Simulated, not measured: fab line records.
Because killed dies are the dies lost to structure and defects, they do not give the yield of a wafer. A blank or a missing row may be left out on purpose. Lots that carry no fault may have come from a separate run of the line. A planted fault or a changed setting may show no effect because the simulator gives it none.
What tool caused it? -- flow sky130 -- 12 lots, 36 wafers sampled, at 5 steps of a route of 708

WHAT THE GAUGES SHOWED, per wafer
SKY_LDD_N_OVL_MEAS_07. Usual: LDD_N_OVL -1.2 nm, standard deviation 1.3.
lot,measured,on,LDD_N_OVL (nm),flag
L617,day 17 01:23,overlay-02,1.3 0.9 0.1,
L619,day 17 18:06,overlay-01,-0.9 -0.8 -0.7,
L620,day 18 02:04,overlay-01,-0.2 -0.3 0.8,
L622,day 19 00:29,overlay-01,0.4 0.5 -1.5,
L625,day 20 16:04,overlay-01,-0.5 -2.1 -0.1,
L632,day 24 06:59,overlay-01,0.6 -0.8 0.1,
L633,day 25 00:44,overlay-02,-1.7 -2.6 -2.9,
L634,day 25 01:02,overlay-01,-2.1 -3.9 -3.8,
L636,day 25 15:34,overlay-01,-1.9 -2.3 -2.4,
L638,day 26 12:46,overlay-01,-2.9 0.1 -3.3,
L637,day 26 13:56,overlay-01,-0.7 -2.5 -1.1,
L639,day 26 20:47,overlay-02,-2.8 -2.8 -3.4,

SKY_LDD_P_TW_MEAS_11. Usual: LDD_P_TW 634, standard deviation 4.7.
lot,measured,on,LDD_P_TW,flag
L617,day 18 08:53,film metro-01,638 636 632,
L619,day 19 01:57,film metro-04,640 637 635,
L620,day 19 09:38,film metro-01,638 634 637,
L622,day 20 09:19,film metro-01,636 640 641,
L625,day 22 00:23,film metro-01,639 638 640,
L632,day 25 14:26,film metro-04,632 631 632,
L633,day 26 07:12,film metro-01,634 637 635,
L634,day 26 08:27,film metro-02,627 633 630,
L636,day 26 22:12,film metro-02,631 629 633,
L638,day 27 18:28,film metro-04,633 631 633,
L637,day 27 20:11,film metro-04,634 637 637,
L639,day 28 02:40,film metro-02,635 632 634,

SKY_LDD_LDN_TW_MEAS_13. Usual: LDD_LDN_TW 1469, standard deviation 8.3.
lot,measured,on,LDD_LDN_TW,flag
L617,day 22 04:11,film metro-03,1458 1465 1458,
L619,day 22 23:24,film metro-02,1460 1466 1463,
L620,day 23 05:49,film metro-03,1471 1464 1463,
L622,day 24 05:19,film metro-04,1392 1394 1398,OFF
L625,day 25 16:01,film metro-03,1381 1385 1384,OFF
L632,day 29 04:56,film metro-02,1469 1467 1475,
L633,day 29 20:16,film metro-04,1483 1483 1474,
L634,day 29 21:40,film metro-03,1458 1459 1466,
L636,day 30 10:52,film metro-02,1476 1477 1480,
L638,day 31 04:25,film metro-03,1465 1461 1463,
L637,day 31 08:13,film metro-03,1465 1466 1467,
L639,day 31 14:26,film metro-04,1476 1480 1474,

WHAT TOOL EACH LOT RAN ON (gives the tool, then ch and the chambers of the sampled wafers, and finally the start)
lot,SKY_LDD_LDN_IMPLANT_09,SKY_LDD_LDN_STRIP_12
L617,"implanter-04 ch 0, day 22 03:38","plasma asher-01 ch 1, day 22 04:04"
L619,"implanter-03 ch 0, day 22 22:53","plasma asher-03 ch 0,1, day 22 23:19"
L620,"implanter-03 ch 0, day 23 05:16","plasma asher-03 ch 0,1, day 23 05:43"
L622,"implanter-03 ch 0, day 24 04:47","plasma asher-01 ch 0,1, day 24 05:13"
L625,"implanter-03 ch 0, day 25 15:28","plasma asher-03 ch 0, day 25 15:55"
L632,"implanter-02 ch 0, day 29 04:23","plasma asher-03 ch 0,1, day 29 04:49"
L633,"implanter-03 ch 0, day 29 19:43","plasma asher-03 ch 0,1, day 29 20:10"
L634,"implanter-03 ch 0, day 29 21:07","plasma asher-03 ch 0,1, day 29 21:34"
L636,"implanter-03 ch 0, day 30 10:19","plasma asher-03 ch 0,1, day 30 10:46"
L638,"implanter-03 ch 0, day 31 03:52","plasma asher-03 ch 0,1, day 31 04:19"
L637,"implanter-04 ch 0, day 31 07:40","plasma asher-01 ch 0,1, day 31 08:07"
L639,"implanter-04 ch 0, day 31 13:55","plasma asher-03 ch 0,1, day 31 14:20"
- SKY_LDD_LDN_IMPLANT_09
- SKY_LDD_LDN_STRIP_12: strips in O2/N2.

AS READ BY THE TOOLS THEMSELVES (means over the sampled wafers that have a number; for cases with no such wafer, the mark the record gives instead)
SKY_LDD_LDN_IMPLANT_09. Usual: dose ions cm2 1.2499e+13, standard deviation 1.1e+10; end station pressure torr 5.04e-06 Torr, standard deviation 2.5e-07; faraday current uA 70.8, standard deviation 1.5.
lot,tool,dose ions cm2,end station pressure torr (Torr),faraday current uA,flag
L617,implanter-04,1.2501e+13,5.05e-06,70.8,
L619,implanter-03,1.2489e+13,5.00e-06,71.9,
L620,implanter-03,1.2504e+13,5.24e-06,67.8,
L622,implanter-03,4.5263e+12,5.02e-06,26.0,OFF
L625,implanter-03,4.5223e+12,4.80e-06,25.8,OFF
L632,implanter-02,1.2499e+13,5.32e-06,72.0,
L633,implanter-03,1.2497e+13,5.26e-06,69.2,
L634,implanter-03,1.2499e+13,5.18e-06,71.2,
L636,implanter-03,1.2508e+13,5.18e-06,71.6,
L638,implanter-03,1.2490e+13,4.95e-06,71.6,
L637,implanter-04,1.2497e+13,5.05e-06,70.8,
L639,implanter-04,1.2494e+13,4.88e-06,71.0,

SKY_LDD_LDN_STRIP_12. Usual: drypump motor current A 5.7 A, standard deviation 0.45; oes product au 0.715 a.u., standard deviation 0.0045; strip time to endpoint s 14.17 s, standard deviation 0.038.
lot,tool,drypump motor current A (A),oes product au (a.u.),strip time to endpoint s (s),flag
L617,plasma asher-01,6.6,0.715,14.19,
L619,plasma asher-03,5.3,0.713,14.20,
L620,plasma asher-03,5.3,0.714,14.16,
L622,plasma asher-01,6.3,0.716,14.20,
L625,plasma asher-03,5.2,0.717,14.18,
L632,plasma asher-03,5.5,0.716,14.17,
L633,plasma asher-03,5.5,0.718,14.24,
L634,plasma asher-03,5.3,0.709,14.19,
L636,plasma asher-03,5.3,0.719,14.13,
L638,plasma asher-03,5.3,0.714,14.18,
L637,plasma asher-01,5.9,0.716,14.15,
L639,plasma asher-03,5.3,0.714,14.19,

THE ANSWER, worked out from the rows above alone
Rule: a lot counts as off when the mean over its wafers that have a number is more than 3 standard deviations away from the usual mean. A lot without any number at a reading at which 4 lots or more have one is off too. The other lots that the step has rows for count as sound. The gauges are gone through in route order, then the tools' own readings, and for those a lot's mean is taken as printed above. The first step at which some lot is off is used, and at that step the reading that is off furthest; a lot without a number counts as furthest.
Off: at SKY_LDD_LDN_TW_MEAS_13 (LDD_LDN_TW), L622, L625.
If a tool, at a process step before that reading, ran all the lots that are off and no sound lot after the first of them, it fits. Not tried: the gauges at SKY_LDD_LDN_TW_MEAS_13; whatever is off there is also off at SKY_LDD_LDN_IMPLANT_09, on other tools, and gauge error can't account for it. Of those tried, none fits.

WHAT HAD BEEN PUT IN BY THE SIMULATOR
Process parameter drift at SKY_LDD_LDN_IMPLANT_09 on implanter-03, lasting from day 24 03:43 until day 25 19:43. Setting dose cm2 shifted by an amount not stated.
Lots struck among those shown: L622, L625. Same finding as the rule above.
